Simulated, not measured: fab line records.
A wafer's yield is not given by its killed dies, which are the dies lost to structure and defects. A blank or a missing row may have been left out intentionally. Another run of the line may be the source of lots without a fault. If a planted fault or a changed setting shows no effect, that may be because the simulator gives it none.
What tool caused it? | flow sky130 | 6 lots, 18 wafers sampled, at 3 steps of a route of 708

== WHAT THE GAUGES SHOWED, per wafer ==
SKY_VT_ADJUST_NCORE_TW_MEAS_11.
lot  | measured     | on            | VT_ADJUST_NCORE_TW
L970 | day 9 19:17  | film_metro-01 | 219.8 218.4 218.1
L973 | day 10 13:49 | film_metro-04 | 220.2 219.9 219.8
L982 | day 12 17:53 | film_metro-01 | 219.0 219.9 219.3
L984 | day 13 12:10 | film_metro-01 | 235.5 235.7 235.5
L986 | day 13 22:14 | film_metro-04 | 236.2 238.3 238.0
L988 | day 14 10:05 | film_metro-04 | 222.0 221.9 221.9

== EACH LOT AND THE TOOL THAT RAN IT (in order: tool; ch and the chambers of the sampled wafers; start) ==
lot  | SKY_FIELD_ISO_ETCH_14             | SKY_VT_ADJUST_NCORE_IMPLANT_09
L970 | rie_diel-03 ch 1,2,3, day 2 14:26 | implanter-02 ch 0, day 9 19:02
L973 | rie_diel-04 ch 1,3, day 3 08:58   | implanter-04 ch 0, day 10 13:34
L982 | rie_diel-04 ch 0,2,3, day 5 06:07 | implanter-01 ch 0, day 12 17:41
L984 | rie_diel-04 ch 1,2,3, day 5 18:32 | implanter-01 ch 0, day 13 11:55
L986 | rie_diel-03 ch 1,2,3, day 6 01:17 | implanter-01 ch 0, day 13 22:00
L988 | rie_diel-03 ch 0,1, day 6 11:20   | implanter-04 ch 0, day 14 09:50
- SKY_FIELD_ISO_ETCH_14: etches BARC in N2/H2, stops on SiO2, time 45.9 s, target depth 60 nm.
- SKY_VT_ADJUST_NCORE_IMPLANT_09

== THE ANSWER, worked out from the rows above alone ==
Rule: the usual values come from the lots themselves. Put in order of their means at a reading, lots are off if they are a third of the lots or fewer, leave a main group of 4 or more, and stand apart from it by a gap of 3 or more times the standard deviation of the main group's means; of several such gaps the widest counts. If all means in a main group match to the digits the tables above print for the reading, that group is not used. A lot without any number at a reading at which 4 lots or more have one is off too. Where the step has rows for the other lots, those lots are counted as sound.
Off: L984, L986, at SKY_VT_ADJUST_NCORE_TW_MEAS_11 (VT_ADJUST_NCORE_TW). The main group: mean 220.0, standard deviation 1.2.
If a tool, at a process step before that reading, ran all the lots that are off and no sound lot after the first of them, it fits. Gauges at SKY_VT_ADJUST_NCORE_TW_MEAS_11: tried the same way as those tools. One fits: SKY_VT_ADJUST_NCORE_IMPLANT_09 on implanter-01. A fault onset in the window from L982 (day 12 17:41, its last sound lot) to L984 (day 13 11:55, its first lot off) fits.

== WHAT HAD BEEN PUT IN BY THE SIMULATOR ==
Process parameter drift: implanter-01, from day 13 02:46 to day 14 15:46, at SKY_VT_ADJUST_NCORE_IMPLANT_09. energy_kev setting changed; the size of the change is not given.
Shown lots that were struck: L984, L986. The rule given above showed the same thing.
